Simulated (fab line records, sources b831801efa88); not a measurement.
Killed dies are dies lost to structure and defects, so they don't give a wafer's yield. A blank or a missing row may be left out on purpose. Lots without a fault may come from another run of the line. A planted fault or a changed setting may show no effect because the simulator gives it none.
fab line records | flow sky130
record lots=5 wafers=15 last_day=50
route steps=708 shown NWELL@58 PWDE@84 VT_ADJUST_HVTP@85 VT_ADJUST_LVTN@97
lots that met no fault: from a run of the same line without faults
start_h: hours from the record's first day to the start of the lot's first wafer shown | wait_h: hours since the lot's step before | " the same as in the row above | L1.1+2: a row that stands for several wafers | - no value, or no start given | * or withheld: withheld | < > ~ a bound
route shown NAME@n: a module of which the file shows steps, and the number in the route of the first | usual: mean/standard deviation of fault-free wafers | same: alike in all rows | chamber/n: place in a boat | sites: the reading at each site | _std_site: their standard deviation | _edge_site: outer sites' mean less inner sites' | radius_mm: how far each site lies from the wafer's centre | mask NAME#n: copy n | behind: the tool/chamber that last shaped the wafer | hold: why the lot was held/for how many hours/how that ended | device: the transistor (n, p or np) that didn't switch | end of line: the same wafers' tests at the end of the route | a step without rows: its recipe alone | killed: dies lost to structure and defects at the first sort, not the wafer's yield | map: a wafer's dies, x killed, . not, _ none there
set.NAME: the setting as run; set.NAME@STEP: as run at that earlier step | model.NAME: the simulator's own value behind a step, which no gauge read
lots at some steps of the route; a table a step, a row a wafer
services: from which hour (start_h, from the record's first day; less than 0 if before it) a tool's chamber was out of use, for how many hours, and why
## steps
# step SKY_NWELL_COAT_05
# recipe spin_rpm=2000 resist_thk_nm=3000
# columns lot.wafer tool chamber start_h wait_h
L081.2+3+5 litho_track-03 0 118.81 0.1
L084.1+2+5 litho_track-03 0 135.84 0.1
L089.1+2+5 litho_track-04 0 164.20 0.1
L093.1+4+5 litho_track-02 0 187.07 0.1
L094.1+3+4 litho_track-04 0 192.85 0.1
# step SKY_NWELL_SOFTBAKE_06
# recipe temp_c=110 time_s=withheld
# columns lot.wafer tool chamber start_h wait_h
L081.2+3+5 litho_track-03 0 118.97 0.1
L084.1+2+5 litho_track-03 0 135.99 0.1
L089.1+2+5 litho_track-04 0 164.35 0.1
L093.1+4+5 litho_track-02 0 187.22 0.1
L094.1+3+4 litho_track-04 0 193.00 0.1
# step SKY_NWELL_EXPOSE_07
# recipe mask_id=NWM na=0.6 source_shape=conventional sigma_outer=0.6 polarization=unpolarized target_cd_nm=840 dose_mj=255
# columns lot.wafer tool chamber start_h wait_h mask
L081.2+3+5 iline_stepper-02 0 - - NWM#0
L084.1+2+5 iline_stepper-02 0 - - NWM#0
L089.1+2+5 iline_stepper-02 0 - - NWM#0
L093.1+4+5 iline_stepper-02 0 - - NWM#0
L094.1+3+4 iline_stepper-01 0 - - NWM#0
# step SKY_NWELL_PEB_08
# recipe temp_c=115 time_s=withheld
# columns lot.wafer tool chamber start_h wait_h
L081.2+3+5 litho_track-02 0 - -
L084.1+2+5 litho_track-04 0 - -
L089.1+2+5 litho_track-04 0 - -
L093.1+4+5 litho_track-03 0 - -
L094.1+3+4 litho_track-04 0 - -
# step SKY_NWELL_DEVELOP_09
# recipe wall_angle_deg=90 developer=TMAH develop_time_s=60 dev_temp_c=23
# columns lot.wafer tool chamber start_h wait_h
L081.2+3+5 litho_track-02 0 - -
L084.1+2+5 litho_track-04 0 - -
L089.1+2+5 litho_track-04 0 - -
L093.1+4+5 litho_track-03 0 - -
L094.1+3+4 litho_track-04 0 - -
# step SKY_NWELL_OVL_MEAS_10
# usual NWELL_00_OVL=-1.7/1.6
# columns lot.wafer tool chamber start_h wait_h NWELL_00_OVL[nm]
L081.2 overlay-02 - 128.57 - -3.2
L081.3 " - " " -2.3
L081.5 " - " " -1.1
L084.1 overlay-02 - 146.36 - -1.4
L084.2 " - " " -2.8
L084.5 " - " " -3.4
L089.1 overlay-01 - 174.25 - -3.5
L089.2 " - " " -3.2
L089.5 " - " " -3.2
L093.1 overlay-02 - 197.29 - -4.4
L093.4 " - " " -2.1
L093.5 " - " " -3.0
L094.1 overlay-01 - 203.80 - 1.0
L094.3 " - " " -2.9
L094.4 " - " " -1.2
# step SKY_NWELL_IMPLANT_11
# recipe species=P energy_kev=400 dose_cm2=1.9e+13 tilt_deg=withheld
# columns lot.wafer tool chamber start_h wait_h
L081.2+3+5 implanter-02 0 128.63 0.0
L084.1+2+5 implanter-03 0 146.39 0.0
L089.1+2+5 implanter-01 0 174.29 0.0
L093.1+4+5 implanter-03 0 197.32 0.0
L094.1+3+4 implanter-01 0 203.84 0.0
# step SKY_NWELL_IMPLANT_12
# recipe species=P energy_kev=120 dose_cm2=1.3e+12 tilt_deg=withheld
# columns lot.wafer tool chamber start_h wait_h
L081.2+3+5 implanter-02 0 128.78 0.1
L084.1+2+5 implanter-03 0 146.54 0.1
L089.1+2+5 implanter-01 0 174.44 0.1
L093.1+4+5 implanter-03 0 197.47 0.1
L094.1+3+4 implanter-01 0 203.99 0.1
# step SKY_NWELL_IMPLANT_13
# recipe species=P energy_kev=50 dose_cm2=7e+11 tilt_deg=withheld
# columns lot.wafer tool chamber start_h wait_h
L081.2+3+5 implanter-02 0 128.93 0.1
L084.1+2+5 implanter-03 0 146.69 0.1
L089.1+2+5 implanter-01 0 174.59 0.1
L093.1+4+5 implanter-03 0 197.62 0.1
L094.1+3+4 implanter-01 0 204.14 0.1
# step SKY_NWELL_STRIP_14
# recipe chemistry=O2/N2 power_w=1400 pressure_mtorr=1500 platen_temp_c=withheld o2_flow_sccm=3000 n2_flow_sccm=300 overash_fraction=0.5
# usual drypump_motor_current_A=5.6/0.57 oes_product_au=0.722/0.0046 strip_time_to_endpoint_s=36.92/0.12
# columns lot.wafer tool chamber start_h wait_h drypump_motor_current_A oes_product_au rf_hours_counter_h strip_time_to_endpoint_s
L081.2 plasma_asher-02 1 129.05 0.1 5.4 0.721 46 36.79
L081.3 " 0 " " 4.9 0.724 - 36.82
L081.5 " 1 " " 5.4 0.714 - 36.69
L084.1 plasma_asher-03 1 146.84 0.1 6.3 0.726 3 37.02
L084.2 " 0 " " 4.9 0.731 3 36.97
L084.5 " 1 " " 6.3 0.723 - 36.94
L089.1 plasma_asher-02 0 174.74 0.1 4.9 0.726 51 36.96
L089.2 " 1 " " 5.4 0.720 51 36.90
L089.5 " 0 " " 4.9 0.721 - 36.92
L093.1 plasma_asher-03 0 197.77 0.1 4.9 0.722 8 37.05
L093.4 " 1 " " 6.4 0.716 - 36.97
L093.5 " 0 " " 4.9 0.718 - 36.96
L094.1 plasma_asher-03 1 204.29 0.1 6.3 0.722 8 36.75
L094.3 " 1 " " 6.3 0.729 - 36.77
L094.4 " 0 " " 4.9 0.723 - 36.88
# step SKY_NWELL_TW_MEAS_15
# usual NWELL_TW=1816/17
# columns lot.wafer tool chamber start_h wait_h NWELL_TW
L081.2 film_metro-02 - 129.16 0.1 1790
L081.3 " - " " 1791
L081.5 " - " " 1787
L084.1 film_metro-04 - 146.94 0.1 1817
L084.2 " - " " 1815
L084.5 " - " " 1818
L089.1 film_metro-02 - 174.84 0.1 1794
L089.2 " - " " 1791
L089.5 " - " " 1802
L093.1 film_metro-04 - 197.87 0.1 1835
L093.4 " - " " 1837
L093.5 " - " " 1833
L094.1 film_metro-02 - 204.39 0.1 1805
L094.3 " - " " 1795
L094.4 " - " " 1788
# step SKY_NWELL_DEHYDRATE_16
# recipe temp_c=200 time_s=60
# columns lot.wafer tool chamber start_h wait_h
L081.2+3+5 litho_track-04 0 137.88 8.7
L084.1+2+5 litho_track-04 0 156.25 9.3
L089.1+2+5 litho_track-03 0 184.99 10.1
L093.1+4+5 litho_track-03 0 208.34 10.5
L094.1+3+4 litho_track-04 0 214.90 10.5
# step SKY_NWELL_HMDS_17
# recipe prime_time_s=60 prime_temp_c=120
# columns lot.wafer tool chamber start_h wait_h
L081.2+3+5 litho_track-04 0 138.03 0.1
L084.1+2+5 litho_track-04 0 156.40 0.1
L089.1+2+5 litho_track-03 0 185.14 0.1
L093.1+4+5 litho_track-03 0 208.49 0.1
L094.1+3+4 litho_track-04 0 215.05 0.1
# step SKY_NWELL_COAT_18
# recipe spin_rpm=2000 resist_thk_nm=3000
# columns lot.wafer tool chamber start_h wait_h
L081.2+3+5 litho_track-04 0 138.18 0.1
L084.1+2+5 litho_track-04 0 156.55 0.1
L089.1+2+5 litho_track-03 0 185.29 0.1
L093.1+4+5 litho_track-03 0 208.64 0.1
L094.1+3+4 litho_track-04 0 215.20 0.1
# step SKY_NWELL_SOFTBAKE_19
# recipe temp_c=110 time_s=withheld
# columns lot.wafer tool chamber start_h wait_h
L081.2+3+5 litho_track-04 0 138.34 0.1
L084.1+2+5 litho_track-04 0 156.70 0.1
L089.1+2+5 litho_track-03 0 185.44 0.1
L093.1+4+5 litho_track-03 0 208.79 0.1
L094.1+3+4 litho_track-04 0 215.35 0.1
# step SKY_NWELL_EXPOSE_20
# recipe mask_id=NWM_COMPLEMENT na=0.6 source_shape=conventional sigma_outer=0.6 polarization=unpolarized target_cd_nm=840 dose_mj=260
# columns lot.wafer tool chamber start_h wait_h mask
L081.2+3+5 iline_stepper-02 0 - - NWM_COMPLEMENT#0
L084.1+2+5 iline_stepper-02 0 - - NWM_COMPLEMENT#0
L089.1+2+5 iline_stepper-01 0 - - NWM_COMPLEMENT#0
L093.1+4+5 iline_stepper-02 0 - - NWM_COMPLEMENT#0
L094.1+3+4 iline_stepper-02 0 - - NWM_COMPLEMENT#0
# step SKY_NWELL_PEB_21
# recipe temp_c=115 time_s=withheld
# columns lot.wafer tool chamber start_h wait_h
L081.2+3+5 litho_track-03 0 - -
L084.1+2+5 litho_track-02 0 - -
L089.1+2+5 litho_track-03 0 - -
L093.1+4+5 litho_track-03 0 - -
L094.1+3+4 litho_track-03 0 - -
# step SKY_NWELL_DEVELOP_22
# recipe wall_angle_deg=90 developer=TMAH develop_time_s=60 dev_temp_c=23
# columns lot.wafer tool chamber start_h wait_h
L081.2+3+5 litho_track-03 0 - -
L084.1+2+5 litho_track-02 0 - -
L089.1+2+5 litho_track-03 0 - -
L093.1+4+5 litho_track-03 0 - -
L094.1+3+4 litho_track-03 0 - -
# step SKY_NWELL_OVL_MEAS_23
# usual NWELL_01_OVL=-0.5/1.4
# columns lot.wafer tool chamber start_h wait_h NWELL_01_OVL[nm]
L081.2 overlay-01 - 148.19 - -1.0
L081.3 " - " " -1.1
L081.5 " - " " -1.0
L084.1 overlay-01 - 167.07 - -1.5
L084.2 " - " " -3.0
L084.5 " - " " -1.6
L089.1 overlay-01 - 195.59 - 2.0
L089.2 " - " " 1.0
L089.5 " - " " -0.1
L093.1 overlay-02 - 219.39 - -1.0
L093.4 " - " " -1.2
L093.5 " - " " 1.8
L094.1 overlay-02 - 226.74 - -0.3
L094.3 " - " " -0.3
L094.4 " - " " -1.0
# step SKY_NWELL_IMPLANT_24
# recipe species=B energy_kev=140 dose_cm2=9.2e+12 tilt_deg=withheld
# columns lot.wafer tool chamber start_h wait_h
L081.2+3+5 implanter-02 0 148.25 0.0
L084.1+2+5 implanter-02 0 167.10 0.0
L089.1+2+5 implanter-03 0 195.62 0.0
L093.1+4+5 implanter-01 0 219.42 0.0
L094.1+3+4 implanter-01 0 226.77 0.0
# step SKY_NWELL_STRIP_25
# recipe chemistry=O2/N2 power_w=1400 pressure_mtorr=1500 platen_temp_c=withheld o2_flow_sccm=3000 n2_flow_sccm=300 overash_fraction=0.5
# usual drypump_motor_current_A=5.4/0.5 oes_product_au=0.722/0.0042 strip_time_to_endpoint_s=36.92/0.11
# columns lot.wafer tool chamber start_h wait_h drypump_motor_current_A oes_product_au rf_hours_counter_h strip_time_to_endpoint_s
L081.2 plasma_asher-02 1 148.37 0.1 5.4 0.720 48 36.92
L081.3 " 1 " " 5.4 0.720 - 36.98
L081.5 " 1 " " 5.4 0.719 - 36.88
L084.1 plasma_asher-04 1 167.25 0.1 6.0 0.728 34 36.84
L084.2 " 0 " " 5.8 0.727 34 36.91
L084.5 " 1 " " 6.0 0.726 - 36.83
L089.1 plasma_asher-03 0 195.77 0.1 4.9 0.721 7 36.95
L089.2 " 1 " " 6.3 0.723 7 37.08
L089.5 " 1 " " 6.3 0.726 - 37.04
L093.1 plasma_asher-02 1 219.57 0.1 5.4 0.725 53 36.83
L093.4 " 1 " " 5.4 0.727 - 36.87
L093.5 " 0 " " 5.0 0.731 - 36.79
L094.1 plasma_asher-03 0 226.92 0.1 4.9 0.717 11 36.96
L094.3 " 1 " " 6.3 0.722 - 36.86
L094.4 " 0 " " 4.9 0.722 - 36.92
# step SKY_NWELL_TW_MEAS_26
# usual NWELL_2_TW=497/4.3
# columns lot.wafer tool chamber start_h wait_h NWELL_2_TW
L081.2 film_metro-04 - 148.48 0.1 497
L081.3 " - " " 495
L081.5 " - " " 497
L084.1 film_metro-02 - 167.35 0.1 494
L084.2 " - " " 493
L084.5 " - " " 493
L089.1 film_metro-02 - 195.87 0.1 491
L089.2 " - " " 489
L089.5 " - " " 491
L093.1 film_metro-04 - 219.67 0.1 502
L093.4 " - " " 502
L093.5 " - " " 499
L094.1 film_metro-02 - 227.02 0.1 490
L094.3 " - " " 493
L094.4 " - " " 491
# step SKY_NWELL_CLEAN_27
# recipe chemistry=SC1/SC2 mix=1:4:20 temp_c=70 time_s=150 dry=n2_spin
# columns lot.wafer tool chamber start_h wait_h
L081.2+3+5 wet_bench-02 3 148.53 0.0
L084.1+2+5 wet_bench-02 0 167.41 0.1
L089.1+2+5 wet_bench-01 3 195.93 0.1
L093.1+4+5 wet_bench-01 0 219.73 0.1
L094.1+3+4 wet_bench-04 0 227.08 0.1
# step SKY_NWELL_RTA_28
# recipe temp_c=1050 time_s=30 idle_temp_c=650 ramp_up_c_per_s=150 ramp_down_c_per_s=90 ambient=N2
# usual lamp_power_pct=25.31/0.057 wafer_temp_C_max=1054.9/0.94
# columns lot.wafer tool chamber start_h wait_h lamp_power_pct wafer_temp_C_max
L081.2 rtp_anneal-02 0 148.60 0.0 25.20 1054.8
L081.3 " 0 " " 25.44 1055.3
L081.5 " 0 " " 25.22 1054.9
L084.1 rtp_anneal-02 0 167.46 0.0 25.32 1054.9
L084.2 " 0 " " 25.40 1053.2
L084.5 " 0 " " 25.39 1054.4
L089.1 rtp_anneal-02 0 195.98 0.0 25.24 1054.8
L089.2 " 0 " " 25.32 1053.0
L089.5 " 0 " " 25.20 1056.9
L093.1 rtp_anneal-02 0 219.78 0.0 25.24 1054.9
L093.4 " 0 " " 25.26 1053.7
L093.5 " 0 " " 25.29 1054.2
L094.1 rtp_anneal-01 0 227.13 0.0 25.30 1055.2
L094.3 " 0 " " 25.26 1055.8
L094.4 " 0 " " 25.39 1054.5
# step SKY_NWELL_RS_MEAS_29
# recipe thk_meas_gauge=four-point-probe
# usual NWELL_RS=625.6/1.9
# columns lot.wafer tool chamber start_h wait_h NWELL_RS[ohm/sq]
L081.2 film_metro-02 - 148.70 0.1 624.1
L081.3 " - " " 624.3
L081.5 " - " " 624.1
L084.1 film_metro-04 - 167.56 0.1 625.8
L084.2 " - " " 626.4
L084.5 " - " " 628.0
L089.1 film_metro-04 - 196.08 0.1 627.4
L089.2 " - " " 627.4
L089.5 " - " " 627.4
L093.1 film_metro-04 - 219.88 0.1 627.4
L093.4 " - " " 626.8
L093.5 " - " " 627.0
L094.1 film_metro-04 - 227.23 0.1 630.0
L094.3 " - " " 627.8
L094.4 " - " " 626.7
# step SKY_NWELL_RS_MEAS_31
# recipe thk_meas_gauge=four-point-probe
# usual PWDE_RS=5279/20
# columns lot.wafer tool chamber start_h wait_h PWDE_RS[ohm/sq]
L081.2 film_metro-02 - 148.94 0.1 5312
L081.3 " - " " 5317
L081.5 " - " " 5310
L084.1 film_metro-04 - 167.80 0.1 5302
L084.2 " - " " 5336
L084.5 " - " " 5303
L089.1 film_metro-04 - 196.32 0.1 5285
L089.2 " - " " 5304
L089.5 " - " " 5271
L093.1 film_metro-04 - 220.12 0.1 5310
L093.4 " - " " 5304
L093.5 " - " " 5291
L094.1 film_metro-04 - 227.47 0.1 5288
L094.3 " - " " 5269
L094.4 " - " " 5286
# step SKY_VT_ADJUST_HVTP_DEHYDRATE_00
# recipe temp_c=200 time_s=60
# columns lot.wafer tool chamber start_h wait_h
L081.2+3+5 litho_track-04 0 157.58 8.6
L084.1+2+5 litho_track-04 0 177.25 9.4
L089.1+2+5 litho_track-01 0 206.78 10.4
L093.1+4+5 litho_track-01 0 231.68 11.5
L094.1+3+4 litho_track-04 0 238.60 11.1
# step SKY_VT_ADJUST_HVTP_HMDS_01
# recipe prime_time_s=60 prime_temp_c=120
# columns lot.wafer tool chamber start_h wait_h
L081.2+3+5 litho_track-04 0 157.73 0.1
L084.1+2+5 litho_track-04 0 177.40 0.1
L089.1+2+5 litho_track-01 0 206.93 0.1
L093.1+4+5 litho_track-01 0 231.83 0.1
L094.1+3+4 litho_track-04 0 238.75 0.1
# step SKY_VT_ADJUST_HVTP_COAT_02
# recipe resist=NOVOLAK spin_rpm=3000 resist_thk_nm=1140
# columns lot.wafer tool chamber start_h wait_h
L081.2+3+5 litho_track-04 0 157.88 0.1
L084.1+2+5 litho_track-04 0 177.55 0.1
L089.1+2+5 litho_track-01 0 207.08 0.1
L093.1+4+5 litho_track-01 0 231.98 0.1
L094.1+3+4 litho_track-04 0 238.90 0.1
# step SKY_VT_ADJUST_HVTP_SOFTBAKE_03
# recipe temp_c=90 time_s=60 resist=NOVOLAK
# columns lot.wafer tool chamber start_h wait_h
L081.2+3+5 litho_track-04 0 158.03 0.1
L084.1+2+5 litho_track-04 0 177.70 0.1
L089.1+2+5 litho_track-01 0 207.23 0.1
L093.1+4+5 litho_track-01 0 232.13 0.1
L094.1+3+4 litho_track-04 0 239.05 0.1
# step SKY_VT_ADJUST_HVTP_EXPOSE_04
# recipe mask_id=HVTPM na=0.6 source_shape=conventional sigma_outer=0.6 polarization=unpolarized target_cd_nm=380 dose_mj=140
# columns lot.wafer tool chamber start_h wait_h mask
L081.2+3+5 iline_stepper-02 0 - - HVTPM#0
L084.1+2+5 iline_stepper-01 0 - - HVTPM#0
L089.1+2+5 iline_stepper-02 0 - - HVTPM#0
L093.1+4+5 iline_stepper-01 0 - - HVTPM#0
L094.1+3+4 iline_stepper-02 0 - - HVTPM#0
# step SKY_VT_ADJUST_HVTP_PEB_05
# recipe temp_c=withheld time_s=* resist=NOVOLAK
# columns lot.wafer tool chamber start_h wait_h
L081.2+3+5 litho_track-03 0 - -
L084.1+2+5 litho_track-04 0 - -
L089.1+2+5 litho_track-03 0 - -
L093.1+4+5 litho_track-04 0 - -
L094.1+3+4 litho_track-03 0 - -
# step SKY_VT_ADJUST_HVTP_DEVELOP_06
# recipe resist=NOVOLAK developer=TMAH develop_time_s=60 dev_temp_c=23
# columns lot.wafer tool chamber start_h wait_h
L081.2+3+5 litho_track-03 0 168.46 0.1
L084.1+2+5 litho_track-04 0 187.65 0.1
L089.1+2+5 litho_track-03 0 217.59 0.1
L093.1+4+5 litho_track-04 0 243.05 0.1
L094.1+3+4 litho_track-03 0 250.24 0.1
# step SKY_VT_ADJUST_HVTP_CD_MEAS_07
# recipe target_cd_nm=380
# usual cd_nm=380.6/2.6
# columns lot.wafer tool chamber start_h wait_h cd_nm
L081.2 cd_sem-02 - 168.61 0.1 381.1
L081.3 " - " " 381.9
L081.5 " - " " 380.1
L084.1 cd_sem-01 - 187.80 0.1 380.0
L084.2 " - " " 379.8
L084.5 " - " " 380.5
L089.1 cd_sem-02 - 217.74 0.1 382.8
L089.2 " - " " 381.4
L089.5 " - " " 382.9
L093.1 cd_sem-01 - 243.20 0.1 379.3
L093.4 " - " " 380.4
L093.5 " - " " 380.5
L094.1 cd_sem-01 - 250.39 0.1 379.0
L094.3 " - " " 381.1
L094.4 " - " " 379.9
# step SKY_VT_ADJUST_HVTP_OVL_MEAS_08
# usual VT_ADJUST_HVTP_OVL=-0.4/1.2
# columns lot.wafer tool chamber start_h wait_h VT_ADJUST_HVTP_OVL[nm]
L081.2 overlay-02 - 168.71 0.1 -0.5
L081.3 " - " " -0.4
L081.5 " - " " -0.1
L084.1 overlay-02 - 187.92 0.1 -0.7
L084.2 " - " " -1.0
L084.5 " - " " -0.7
L089.1 overlay-01 - 217.86 0.1 0.3
L089.2 " - " " 0.5
L089.5 " - " " -1.0
L093.1 overlay-02 - 243.32 0.1 -1.2
L093.4 " - " " -1.1
L093.5 " - " " -0.1
L094.1 overlay-01 - 250.51 0.1 -0.2
L094.3 " - " " 0.5
L094.4 " - " " -0.3
# step SKY_VT_ADJUST_HVTP_IMPLANT_09
# recipe species=As energy_kev=150 dose_cm2=4.3e+12 tilt_deg=withheld
# columns lot.wafer tool chamber start_h wait_h
L081.2+3+5 implanter-02 0 168.77 0.0
L084.1+2+5 implanter-02 0 187.96 0.0
L089.1+2+5 implanter-02 0 217.89 0.0
L093.1+4+5 implanter-02 0 243.36 0.0
L094.1+3+4 implanter-02 0 250.54 0.0
# step SKY_VT_ADJUST_HVTP_STRIP_10
# recipe chemistry=O2/N2 power_w=1400 pressure_mtorr=1500 platen_temp_c=withheld o2_flow_sccm=3000 n2_flow_sccm=300 overash_fraction=0.5
# usual drypump_motor_current_A=5.6/0.62 oes_product_au=0.716/0.0046 strip_time_to_endpoint_s=14.17/0.037
# columns lot.wafer tool chamber start_h wait_h drypump_motor_current_A oes_product_au rf_hours_counter_h strip_time_to_endpoint_s
L081.2 plasma_asher-01 1 168.89 0.1 5.6 0.711 47 14.23
L081.3 " 1 " " 5.6 0.710 - 14.18
L081.5 " 0 " " 6.4 0.707 - 14.18
L084.1 plasma_asher-03 0 188.11 0.1 4.9 0.720 7 14.13
L084.2 " 1 " " 6.3 0.719 7 14.11
L084.5 " 0 " " 4.9 0.710 - 14.16
L089.1 plasma_asher-02 0 218.04 0.1 5.0 0.725 53 14.10
L089.2 " 1 " " 5.4 0.709 53 14.18
L089.5 " 1 " " 5.4 0.719 - 14.16
L093.1 plasma_asher-03 1 243.51 0.1 6.3 0.716 13 14.16
L093.4 " 0 " " 4.9 0.718 - 14.14
L093.5 " 1 " " 6.3 0.722 - 14.14
L094.1 plasma_asher-02 1 250.69 0.1 5.4 0.714 56 14.18
L094.3 " 0 " " 4.9 0.715 - 14.19
L094.4 " 1 " " 5.4 0.721 - 14.20
# step SKY_VT_ADJUST_HVTP_TW_MEAS_11
# usual VT_ADJUST_HVTP_TW=1354/11
# columns lot.wafer tool chamber start_h wait_h VT_ADJUST_HVTP_TW
L081.2 film_metro-02 - 169.00 0.1 1355
L081.3 " - " " 1349
L081.5 " - " " 1343
L084.1 film_metro-03 - 188.21 0.1 1366
L084.2 " - " " 1368
L084.5 " - " " 1368
L089.1 film_metro-02 - 218.14 0.1 1347
L089.2 " - " " 1344
L089.5 " - " " 1343
L093.1 film_metro-02 - 243.61 0.1 1342
L093.4 " - " " 1336
L093.5 " - " " 1343
L094.1 film_metro-03 - 250.79 0.1 1371
L094.3 " - " " 1363
L094.4 " - " " 1361
# step SKY_VT_ADJUST_LVTN_DEHYDRATE_00
# recipe temp_c=200 time_s=60
# columns lot.wafer tool chamber start_h wait_h
L081.2+3+5 litho_track-01 0 178.46 9.4
L084.1+2+5 litho_track-03 0 197.89 9.7
L089.1+2+5 litho_track-02 0 228.77 10.6
L093.1+4+5 litho_track-02 0 254.57 10.9
L094.1+3+4 litho_track-03 0 262.09 11.3
# step SKY_VT_ADJUST_LVTN_HMDS_01
# recipe prime_time_s=60 prime_temp_c=120
# columns lot.wafer tool chamber start_h wait_h
L081.2+3+5 litho_track-01 0 178.61 0.1
L084.1+2+5 litho_track-03 0 198.04 0.1
L089.1+2+5 litho_track-02 0 228.92 0.1
L093.1+4+5 litho_track-02 0 254.72 0.1
L094.1+3+4 litho_track-03 0 262.24 0.1
# step SKY_VT_ADJUST_LVTN_COAT_02
# recipe spin_rpm=2000 resist_thk_nm=3000
# columns lot.wafer tool chamber start_h wait_h
L081.2+3+5 litho_track-01 0 178.76 0.1
L084.1+2+5 litho_track-03 0 198.19 0.1
L089.1+2+5 litho_track-02 0 229.07 0.1
L093.1+4+5 litho_track-02 0 254.87 0.1
L094.1+3+4 litho_track-03 0 262.39 0.1
# step SKY_VT_ADJUST_LVTN_SOFTBAKE_03
# recipe temp_c=110 time_s=withheld
# columns lot.wafer tool chamber start_h wait_h
L081.2+3+5 litho_track-01 0 178.91 0.1
L084.1+2+5 litho_track-03 0 198.34 0.1
L089.1+2+5 litho_track-02 0 229.22 0.1
L093.1+4+5 litho_track-02 0 255.02 0.1
L094.1+3+4 litho_track-03 0 262.54 0.1
# step SKY_VT_ADJUST_LVTN_EXPOSE_04
# recipe mask_id=NWM_COMPLEMENT_LESS_NATIVE na=0.6 source_shape=conventional sigma_outer=0.6 polarization=unpolarized target_cd_nm=840 dose_mj=194
# columns lot.wafer tool chamber start_h wait_h mask
L081.2+3+5 iline_stepper-01 0 - - NWM_COMPLEMENT_LESS_NATIVE#0
L084.1+2+5 iline_stepper-02 0 - - NWM_COMPLEMENT_LESS_NATIVE#0
L089.1+2+5 iline_stepper-01 0 - - NWM_COMPLEMENT_LESS_NATIVE#0
L093.1+4+5 iline_stepper-02 0 - - NWM_COMPLEMENT_LESS_NATIVE#0
L094.1+3+4 iline_stepper-02 0 - - NWM_COMPLEMENT_LESS_NATIVE#0
# step SKY_VT_ADJUST_LVTN_PEB_05
# recipe temp_c=115 time_s=withheld
# columns lot.wafer tool chamber start_h wait_h
L081.2+3+5 litho_track-01 0 - -
L084.1+2+5 litho_track-03 0 - -
L089.1+2+5 litho_track-03 0 - -
L093.1+4+5 litho_track-01 0 - -
L094.1+3+4 litho_track-01 0 - -
# step SKY_VT_ADJUST_LVTN_DEVELOP_06
# recipe wall_angle_deg=90 developer=TMAH develop_time_s=60 dev_temp_c=23
# columns lot.wafer tool chamber start_h wait_h
L081.2+3+5 litho_track-01 0 - -
L084.1+2+5 litho_track-03 0 - -
L089.1+2+5 litho_track-03 0 - -
L093.1+4+5 litho_track-01 0 - -
L094.1+3+4 litho_track-01 0 - -
# step SKY_VT_ADJUST_LVTN_OVL_MEAS_07
# usual VT_ADJUST_LVTN_OVL=-0.5/1.6
# columns lot.wafer tool chamber start_h wait_h VT_ADJUST_LVTN_OVL[nm]
L081.2 overlay-02 - 189.64 - -1.0
L081.3 " - " " -3.5
L081.5 " - " " 0.0
L084.1 overlay-01 - 209.99 - -3.6
L084.2 " - " " -2.0
L084.5 " - " " -1.7
L089.1 overlay-01 - 241.29 - 1.3
L089.2 " - " " 0.9
L089.5 " - " " 0.7
L093.1 overlay-02 - 266.78 - 1.1
L093.4 " - " " 1.1
L093.5 " - " " 1.8
L094.1 overlay-02 - 274.53 - 1.7
L094.3 " - " " -0.3
L094.4 " - " " 0.4
# step SKY_VT_ADJUST_LVTN_IMPLANT_08
# recipe species=B energy_kev=30 dose_cm2=1.57e+12 tilt_deg=withheld
# columns lot.wafer tool chamber start_h wait_h
L081.2+3+5 implanter-01 0 189.69 0.0
L084.1+2+5 implanter-03 0 210.02 0.0
L089.1+2+5 implanter-04 0 241.32 0.0
L093.1+4+5 implanter-04 0 266.82 0.0
L094.1+3+4 implanter-04 0 274.57 0.0
# step SKY_VT_ADJUST_LVTN_STRIP_09
# recipe chemistry=O2/N2 power_w=1400 pressure_mtorr=1500 platen_temp_c=withheld o2_flow_sccm=3000 n2_flow_sccm=300 overash_fraction=0.5
# usual drypump_motor_current_A=5.9/0.45 oes_product_au=0.722/0.0045 strip_time_to_endpoint_s=36.95/0.099
# columns lot.wafer tool chamber start_h wait_h drypump_motor_current_A oes_product_au rf_hours_counter_h strip_time_to_endpoint_s
L081.2 plasma_asher-03 1 189.82 0.1 6.3 0.719 7 36.92
L081.3 " 1 " " 6.3 0.724 - 36.94
L081.5 " 1 " " 6.3 0.722 - 36.93
L084.1 plasma_asher-04 1 210.17 0.1 6.0 0.724 39 36.96
L084.2 " 0 " " 5.7 0.715 39 36.84
L084.5 " 0 " " 5.8 0.729 - 36.91
L089.1 plasma_asher-04 1 241.47 0.1 6.0 0.722 42 36.88
L089.2 " 0 " " 5.8 0.721 42 36.76
L089.5 " 1 " " 6.0 0.722 - 36.82
L093.1 plasma_asher-01 0 266.97 0.1 6.4 0.720 57 36.76
L093.4 " 1 " " 5.6 0.724 - 36.81
L093.5 " 0 " " 6.4 0.724 - 36.90
L094.1 plasma_asher-03 0 274.72 0.1 4.9 0.718 16 36.90
L094.3 " 1 " " 6.3 0.720 - 37.03
L094.4 " 0 " " 4.9 0.716 - 37.06
# step SKY_VT_ADJUST_LVTN_TW_MEAS_10
# usual VT_ADJUST_LVTN_TW=241.2/2
# columns lot.wafer tool chamber start_h wait_h VT_ADJUST_LVTN_TW
L081.2 film_metro-02 - 189.93 0.1 242.1
L081.3 " - " " 240.5
L081.5 " - " " 239.6
L084.1 film_metro-04 - 210.27 0.1 243.9
L084.2 " - " " 241.9
L084.5 " - " " 243.6
L089.1 film_metro-02 - 241.57 0.1 237.9
L089.2 " - " " 239.2
L089.5 " - " " 239.3
L093.1 film_metro-02 - 267.07 0.1 240.0
L093.4 " - " " 240.2
L093.5 " - " " 240.5
L094.1 film_metro-01 - 274.82 0.1 242.4
L094.3 " - " " 239.6
L094.4 " - " " 241.5
## services
# columns tool chamber start_h hours kind
implanter-04 - 105.87 10.3 repair
plasma_asher-03 - 108.75 9.0 pm
plasma_asher-03 0 108.75 9.0 vent_cycle
plasma_asher-03 1 108.75 9.0 vent_cycle
implanter-02 - 110.16 1.5 repair
plasma_asher-03 - 110.28 3.5 repair
plasma_asher-04 - 112.68 1.3 repair
implanter-03 - 127.09 0.7 repair
iline_stepper-02 - 140.05 8.9 pm
iline_stepper-02 - 148.94 2.1 pm
implanter-04 - 150.20 5.9 repair
iline_stepper-02 - 151.02 - consumable_replace:lamp
plasma_asher-02 - 153.70 0.9 repair
implanter-04 - 159.98 5.5 pm
iline_stepper-01 - 166.92 2.6 repair
iline_stepper-01 - 169.51 1.7 pm
plasma_asher-02 - 184.78 1.8 repair
plasma_asher-02 - 201.39 14.6 pm
wet_bench-04 - 204.77 1.2 repair
implanter-01 - 223.06 3.5 repair
iline_stepper-02 0 243.25 - calibration
implanter-04 - 243.79 0.6 repair
implanter-01 - 258.89 4.4 pm
implanter-02 - 273.55 3.1 pm
## key
fault none
